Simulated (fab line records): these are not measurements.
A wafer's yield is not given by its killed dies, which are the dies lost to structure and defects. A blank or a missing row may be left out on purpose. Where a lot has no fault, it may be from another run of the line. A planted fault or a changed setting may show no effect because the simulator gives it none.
Chamber matching	flow sky130	SKY_VIA2_CMP_24 on cmp-02: 4 sister chambers
The step polishes, stops on SiO2, t overpolish 20 s, target thk 0 nm. 16 wafers are shown with their chamber, then 8 later ones without.

## WAFERS, EACH WITH ITS CHAMBER
wafer	chamber	motor-current-A (A)	overpolish-run-s (s)	time-to-endpoint-s (s)
L395.1	1	12.1	20.016	98.6
L395.3	0	8.0	20.001	101.9
L395.4	3	13.9	20.010	103.5
L398.1	0	8.6	19.999	105.1
L398.4	1	11.8	20.016	100.6
L398.6	3	13.5	19.996	100.3
L399.4	3	14.0	20.000	100.7
L399.5	2	10.9	19.991	103.2
L399.6	3	14.2	20.005	99.1
L405.1	0	8.4	20.005	103.0
L405.2	2	11.3	19.983	101.6
L405.3	1	12.2	20.022	99.0
L407.1	3	13.6	19.996	101.1
L407.2	2	10.7	20.005	104.6
L407.5	1	12.2	20.004	102.7
L408.3	0	8.1	19.998	108.2

SIGNATURES, as means of the wafers listed above
reading	chamber 0	chamber 1	chamber 2	chamber 3	scatter within a chamber
motor-current-A	8.275	12.075	10.967	13.840	0.267
overpolish-run-s	20.00075	20.01450	19.99300	20.00140	0.00704
time-to-endpoint-s	104.550	100.225	103.133	100.940	2.01
Rule: distance of a wafer from a chamber = root of the sum over the readings of ((wafer's reading minus chamber's mean) / reading's scatter) squared. The wafer belongs to the nearest chamber; if the next one is less than 2 further off, it can't be placed. How the scatter is found: for the shown wafers, subtract from each reading the mean of its chamber, square and add these, divide the total by (wafers less chambers), then take the root.

## WAFERS MISSING THEIR CHAMBER
wafer	motor-current-A (A)	overpolish-run-s (s)	time-to-endpoint-s (s)
L408.5	8.3	19.980	106.2
L408.6	11.6	19.987	108.9
L416.3	8.6	19.999	108.5
L416.5	10.9	20.001	105.7
L416.6	12.1	19.993	105.8
L417.2	11.9	19.992	104.1
L417.3	10.8	19.987	103.5
L417.6	13.6	19.994	101.7

## CHAMBER TAKEN BY EACH
wafer	from the rows above	in truth
L408.5	0	0
L408.6	2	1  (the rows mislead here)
L416.3	0	0
L416.5	2	2
L416.6	can't be placed: 1 or 2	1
L417.2	can't be placed: 2 or 1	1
L417.3	2	2
L417.6	3	3
Placed correctly: 5 of 8. Cannot be placed on the basis of these rows: 2; the candidates contain the true chamber in 2. Placed wrongly: 1.
